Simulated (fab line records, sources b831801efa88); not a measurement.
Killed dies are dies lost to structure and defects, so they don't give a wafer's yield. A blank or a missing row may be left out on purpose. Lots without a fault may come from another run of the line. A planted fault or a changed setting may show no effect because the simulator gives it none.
fab line records | flow sky130
record lots=13 wafers=39 last_day=50
route steps=708 shown FIELD_ISO@11 VT_ADJUST_HVTR@138 PAD_OPEN@708
lots that met no fault: from a run of the same line without faults
start_h: hours from the record's first day to the start of the lot's first wafer shown | wait_h: hours since the lot's step before | " the same as in the row above | L1.1+2: a row that stands for several wafers | - no value, or no start given | * or withheld: withheld | < > ~ a bound
route shown NAME@n: a module of which the file shows steps, and the number in the route of the first | usual: mean/standard deviation of fault-free wafers | same: alike in all rows | chamber/n: place in a boat | sites: the reading at each site | _std_site: their standard deviation | _edge_site: outer sites' mean less inner sites' | radius_mm: how far each site lies from the wafer's centre | mask NAME#n: copy n | behind: the tool/chamber that last shaped the wafer | hold: why the lot was held/for how many hours/how that ended | device: the transistor (n, p or np) that didn't switch | end of line: the same wafers' tests at the end of the route | a step without rows: its recipe alone | killed: dies lost to structure and defects at the first sort, not the wafer's yield | map: a wafer's dies, x killed, . not, _ none there
set.NAME: the setting as run; set.NAME@STEP: as run at that earlier step | model.NAME: the simulator's own value behind a step, which no gauge read
steps of the route over a sample of lots; a table a step, a row a wafer
services: from which hour (start_h, from the record's first day; less than 0 if before it) a tool's chamber was out of use, for how many hours, and why
## steps
# step SKY_FIELD_ISO_EXPOSE_10
# recipe mask_id=FOM na=0.68 source_shape=annular sigma_inner=0.4 sigma_outer=0.8 target_cd_nm=150 dose_mj=28
# usual exposure_dose_mJ_cm2=27.992/0.03
# same na=0.68 sigma_inner=0.4
# columns lot.wafer tool chamber start_h wait_h mask exposure_dose_mJ_cm2
L608.1 krf_scanner-01 0 25.80 - FOM#0 28.000
L608.3 " 0 " " FOM#0 27.990
L608.5 " 0 " " FOM#0 27.995
L609.1 krf_scanner-02 0 26.24 - FOM#0 27.950
L609.2 " 0 " " FOM#0 27.952
L609.6 " 0 " " FOM#0 27.935
L611.1 krf_scanner-01 0 38.29 - FOM#0 27.984
L611.4 " 0 " " FOM#0 28.009
L611.5 " 0 " " FOM#0 28.059
L612.1 krf_scanner-01 0 42.55 - FOM#0 28.002
L612.2 " 0 " " FOM#0 28.037
L612.3 " 0 " " FOM#0 27.966
L614.2 krf_scanner-02 0 53.02 - FOM#0 27.973
L614.3 " 0 " " FOM#0 27.946
L614.5 " 0 " " FOM#0 28.008
L615.1 krf_scanner-02 0 56.20 - FOM#0 27.955
L615.2 " 0 " " FOM#0 27.952
L615.4 " 0 " " FOM#0 28.005
L616.2 krf_scanner-02 0 61.67 - FOM#0 28.039
L616.3 " 0 " " FOM#0 27.999
L616.5 " 0 " " FOM#0 27.995
L620.3 krf_scanner-02 0 82.98 - FOM#0 27.946
L620.5 " 0 " " FOM#0 27.988
L620.6 " 0 " " FOM#0 27.974
L621.2 krf_scanner-01 0 91.07 - FOM#0 27.472
L621.3 " 0 " " FOM#0 27.473
L621.5 " 0 " " FOM#0 27.486
L624.2 krf_scanner-01 0 105.35 - FOM#0 27.012
L624.3 " 0 " " FOM#0 27.010
L624.5 " 0 " " FOM#0 27.025
L625.1 krf_scanner-02 0 109.13 - FOM#0 27.939
L625.2 " 0 " " FOM#0 27.955
L625.4 " 0 " " FOM#0 27.999
L626.1 krf_scanner-02 0 115.17 - FOM#0 27.977
L626.3 " 0 " " FOM#0 27.996
L626.5 " 0 " " FOM#0 27.972
L630.3 krf_scanner-02 0 136.59 - FOM#0 27.978
L630.5 " 0 " " FOM#0 27.950
L630.6 " 0 " " FOM#0 27.975
# step SKY_FIELD_ISO_CD_MEAS_13
# recipe target_cd_nm=150
# usual cd_nm=150.0/1.8
# columns lot.wafer tool chamber start_h wait_h cd_nm
L608.1 cd_sem-01 - 32.46 - 150.3
L608.3 " - " " 151.4
L608.5 " - " " 152.0
L609.1 cd_sem-02 - 32.81 - 148.1
L609.2 " - " " 147.9
L609.6 " - " " 147.7
L611.1 cd_sem-01 - 45.87 - 150.9
L611.4 " - " " 151.2
L611.5 " - " " 151.2
L612.1 cd_sem-01 - 50.11 - 148.8
L612.2 " - " " 147.1
L612.3 " - " " 148.9
L614.2 cd_sem-02 - 60.73 - 149.8
L614.3 " - " " 148.6
L614.5 " - " " 151.3
L615.1 cd_sem-02 - 63.51 - 152.8
L615.2 " - " " 153.5
L615.4 " - " " 152.1
L616.2 cd_sem-02 - 69.13 - 150.7
L616.3 " - " " 150.2
L616.5 " - " " 151.1
L620.3 cd_sem-02 - 91.65 - 148.2
L620.5 " - " " 146.8
L620.6 " - " " 149.4
L621.2 cd_sem-02 - 99.09 - 112.1
L621.3 " - " " 133.5
L621.5 " - " " 150.0
L624.2 cd_sem-01 - 114.78 - 145.8
L624.3 " - " " 137.6
L624.5 " - " " 148.3
L625.1 cd_sem-01 - 117.91 - 150.8
L625.2 " - " " 150.9
L625.4 " - " " 152.9
L626.1 cd_sem-01 - 124.25 - 146.6
L626.3 " - " " 146.7
L626.5 " - " " 148.4
L630.3 cd_sem-02 - 146.10 - 147.5
L630.5 " - " " 148.4
L630.6 " - " " 147.9
# step SKY_FIELD_ISO_ETCH_15
# recipe chemistry=CHF3/O2 target_depth_nm=180 stop_on=Si source_w=600 bias_w=200 pressure_mtorr=40 chf3_flow_sccm=50 O2_flow_sccm=5 time_s=72
# usual drypump_motor_current_A=5.6/0.49 oes_product_au=0.947/0.0078 rf_fwd_power_W=595.3/2.1 throttle_valve_pct=8.844/0.0093
# columns lot.wafer tool chamber start_h wait_h drypump_motor_current_A oes_product_au rf_fwd_power_W rf_hours_counter_h throttle_valve_pct
L608.1 rie_diel-03 2 32.63 0.0 5.7 0.949 601.4 53 8.840
L608.3 " 3 " " 5.5 0.946 595.3 91 8.835
L608.5 " 1 " " 6.0 0.945 597.0 - 8.840
L609.1 rie_diel-04 1 32.98 0.0 5.6 0.939 594.7 55 8.832
L609.2 " 3 " " 5.2 0.938 594.1 37 8.865
L609.6 " 3 " " 5.2 0.944 595.7 - 8.839
L611.1 rie_diel-02 2 46.03 0.0 5.8 0.947 593.5 0 8.844
L611.4 " 1 " " 6.5 0.958 597.2 164 8.818
L611.5 " 1 " " 6.4 0.950 594.8 - 8.851
L612.1 rie_diel-04 2 50.28 0.0 5.7 0.944 596.2 101 8.848
L612.2 " 1 " " 5.6 0.947 594.5 55 8.842
L612.3 " 3 " " 5.3 0.940 595.9 38 8.831
L614.2 rie_diel-02 3 60.88 0.0 4.8 0.937 598.0 2 8.834
L614.3 " 1 " " 6.5 0.941 596.7 165 8.841
L614.5 " 0 " " 5.0 0.944 594.9 - 8.849
L615.1 rie_diel-02 0 63.68 0.0 4.9 0.948 597.0 119 8.851
L615.2 " 2 " " 5.9 0.962 598.8 1 8.863
L615.4 " 3 " " 4.8 0.950 594.2 2 8.831
L616.2 rie_diel-03 0 69.28 0.0 5.3 0.938 592.6 4 8.842
L616.3 " 2 " " 5.7 0.945 597.3 54 8.850
L616.5 " 2 " " 5.7 0.939 595.7 - 8.846
L620.3 rie_diel-03 1 91.78 0.0 6.0 0.944 598.0 65 8.847
L620.5 " 1 " " 6.0 0.951 597.4 - 8.831
L620.6 " 3 " " 5.5 0.943 592.3 - 8.850
L621.2 rie_diel-02 1 99.26 0.0 6.4 0.939 596.8 165 8.818
L621.3 " 3 " " 4.8 0.940 595.6 - 8.840
L621.5 " 1 " " 6.4 0.935 596.8 - 8.842
L624.2 rie_diel-03 0 114.93 0.0 5.4 0.937 593.1 5 8.848
L624.3 " 3 " " 5.5 0.944 594.4 93 8.838
L624.5 " 3 " " 5.5 0.947 593.4 - 8.847
L625.1 rie_diel-03 0 118.08 0.0 5.3 0.949 593.0 5 8.866
L625.2 " 3 " " 5.5 0.939 591.9 93 8.829
L625.4 " 2 " " 5.7 0.946 596.9 54 8.836
L626.1 rie_diel-04 0 124.41 0.0 5.8 0.941 593.5 84 8.838
L626.3 " 3 " " 5.3 0.951 594.7 40 8.838
L626.5 " 0 " " 5.8 0.952 595.4 - 8.844
L630.3 rie_diel-02 3 146.23 0.0 4.8 0.958 595.1 4 8.844
L630.5 " 0 " " 4.9 0.953 597.5 - 8.836
L630.6 " 3 " " 4.8 0.950 595.8 - 8.833
# step SKY_VT_ADJUST_HVTR_CD_MEAS_07
# recipe target_cd_nm=380
# usual cd_nm=380/3.4
# columns lot.wafer tool chamber start_h wait_h cd_nm
L609.1 cd_sem-01 - 203.99 0.1 377
L609.2 " - " " 380
L609.6 " - " " 381
L608.1 cd_sem-01 - 205.49 0.1 382
L608.3 " - " " 383
L608.5 " - " " 382
L611.1 cd_sem-02 - 221.65 0.1 382
L611.4 " - " " 378
L611.5 " - " " 379
L612.1 cd_sem-01 - 234.85 0.1 383
L612.2 " - " " 380
L612.3 " - " " 381
L614.2 cd_sem-02 - 242.32 0.1 374
L614.3 " - " " 374
L614.5 " - " " 374
L615.1 cd_sem-02 - 245.72 0.1 387
L615.2 " - " " 384
L615.4 " - " " 385
L616.2 cd_sem-02 - 254.71 0.1 378
L616.3 " - " " 380
L616.5 " - " " 380
L620.3 cd_sem-01 - 291.08 0.1 385
L620.5 " - " " 384
L620.6 " - " " 384
L621.3 cd_sem-01 - 296.79 0.1 380
L621.5 " - " " 382
L624.2 cd_sem-02 - 319.42 0.1 377
L624.3 " - " " 374
L624.5 " - " " 377
L625.1 cd_sem-02 - 322.92 0.1 379
L625.2 " - " " 375
L625.4 " - " " 377
L626.1 cd_sem-02 - 330.94 0.1 388
L626.3 " - " " 389
L626.5 " - " " 384
L630.3 cd_sem-02 - 385.74 0.1 378
L630.5 " - " " 380
L630.6 " - " " 379
# step SKY_PAD_OPEN_PROBE_99
# usual killed_at_M0_to_M3=43/7.7 killed_at_M4_up=2.9/1.9 killed_at_contacts=24/5.9 killed_at_front_end=16/5.1 killed_at_other=0.3/0.63 killed_dies=86/10 killed_open=47/7.6 killed_short=39/6.8
# same gross_dies=492 killed_at_back_side=0
# columns lot.wafer tool chamber start_h wait_h killed_at_M0_to_M3 killed_at_M4_up killed_at_contacts killed_at_front_end killed_at_other killed_dies killed_open killed_short
L621.2 prober-02 - 1147.81 0.1 59 4 34 390 0 487 65 45
L621.3 prober-02 - 1147.86 0.2 46 5 28 33 1 113 50 42
L621.5 prober-02 - 1147.96 0.2 44 5 22 20 0 91 44 46
L624.2 prober-01 - 1161.94 0.1 40 4 26 16 0 86 43 43
L624.3 prober-01 - 1161.99 0.2 42 5 35 22 0 104 55 47
L624.5 prober-01 - 1162.09 0.2 38 3 15 18 0 74 35 39
# killed by level:class
L621.2 FIELD_ISO:area_expose=377 VIA1:geometric_particle:open=13 LI_CONTACT:geometric_particle:open=13 CONTACT:geometric_particle:open=11 VIA1:geometric_particle:short=11 VIA3:geometric_particle:open=9 METAL2:geometric_particle:short=7 FIELD_ISO:geometric_particle:open=5
L621.3 FIELD_ISO:area_expose=21 VIA1:geometric_particle:open=15 CONTACT:geometric_particle:open=11 LI_CONTACT:geometric_particle:open=8 FIELD_ISO:geometric_particle:short=6 METAL1:geometric_particle:short=6 VIA1:geometric_particle:short=6 VIA2:geometric_particle:open=5
L621.5 METAL1:geometric_particle:short=13 VIA1:geometric_particle:open=8 CONTACT:geometric_particle:open=8 FIELD_ISO:geometric_particle:open=6 VIA3:geometric_particle:open=6 LI_CONTACT:geometric_particle:open=5 FIELD_ISO:geometric_particle:short=4 POLY_GATE:geometric_particle:short=4
L624.2 LI_CONTACT:geometric_particle:open=12 METAL1:geometric_particle:short=7 VIA3:geometric_particle:short=6 POLY_GATE:geometric_particle:open=5 CONTACT:geometric_particle:short=5 LI_CONTACT:geometric_particle:short=4 CONTACT:geometric_particle:open=4 VIA1:geometric_particle:open=4
L624.3 CONTACT:geometric_particle:open=10 CONTACT:geometric_particle:short=9 VIA2:geometric_particle:open=9 POLY_GATE:geometric_particle:short=8 LI_CONTACT:geometric_particle:open=7 FIELD_ISO:geometric_particle:open=6 VIA1:geometric_particle:open=6 VIA1:geometric_particle:short=5
L624.5 LI_CONTACT:geometric_particle:open=7 VIA1:geometric_particle:short=6 VIA3:geometric_particle:open=6 POLY_GATE:geometric_particle:open=5 CONTACT:geometric_particle:open=5 METAL1:geometric_particle:short=5 METAL2:geometric_particle:short=5 VIA2:geometric_particle:open=4
## services
# columns tool chamber start_h hours kind
rie_diel-02 1 2.94 9.2 repair
krf_scanner-01 - 10.48 1.7 repair
rie_diel-03 0 19.62 10.6 repair
krf_scanner-01 - 33.03 1.3 pm
krf_scanner-01 0 37.40 - calibration
krf_scanner-02 - 49.12 1.0 pm
krf_scanner-01 - 70.14 1.0 pm
rie_diel-02 2 75.84 26.5 repair
krf_scanner-01 - 79.48 1.2 repair
rie_diel-02 1 85.87 7.2 repair
krf_scanner-01 - 86.57 0.7 repair
rie_diel-03 2 91.33 8.7 repair
rie_diel-02 0 94.74 20.7 repair
rie_diel-04 1 111.76 5.5 repair
rie_diel-02 1 115.43 - clean
rie_diel-02 1 115.43 19.4 scheduled_down
rie_diel-02 1 115.43 19.4 vent_cycle
krf_scanner-02 - 115.54 1.3 pm
rie_diel-04 1 120.99 7.2 repair
krf_scanner-02 0 137.88 - calibration
krf_scanner-01 - 139.51 0.8 pm
krf_scanner-02 - 145.18 2.4 repair
## key
first_sign step=SKY_FIELD_ISO_EXPOSE_10 reading=exposure_dose_mJ_cm2 direction=down sigmas=25 usual=* struck=*
effect step=SKY_FIELD_ISO_CD_MEAS_13 reading=cd_nm direction=down sigmas=6.9 usual=150.0 struck=137.9 wafers_moved=5 through=control_loop
effect step=SKY_PAD_OPEN_PROBE_99 reading=killed_at_front_end direction=up sigmas=13 usual=16 struck=83 wafers_moved=2
more_kills_born_at SKY_FIELD_ISO_EXPOSE_10@krf_scanner-01=400
met_at SKY_FIELD_ISO_EXPOSE_10
struck_lots L621,L624
later_rows_left_out L621.2
tester_left_out L621,L624
loop_trim step=SKY_FIELD_ISO_EXPOSE_10 setting=dose lots=L621,L624
not_acting_at SKY_FIELD_ISO_ETCH_15,SKY_VT_ADJUST_HVTR_CD_MEAS_07
onset_between 42.55 91.07
fault kind=process_parameter_drift tool=krf_scanner-01 chamber=- onset_h=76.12 steps=SKY_FIELD_ISO_EXPOSE_10 channel=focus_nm offset=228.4 spread_by_wafer=0.3 shape=step end_h=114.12
# tester_left_out: of these lots the tester's yield and bins aren't shown, on N5 and GAA mostly nor the transistor test; their killed dies are dies lost to structure and defects alone, not to doping, threshold or leakage, so they don't give the yield
# later_rows_left_out: the simulator's readings of these wafers behind a module that went badly wrong aren't trusted and aren't shown, but for the sort
# loop_trim: a control loop set the setting to another value than it would have without faults
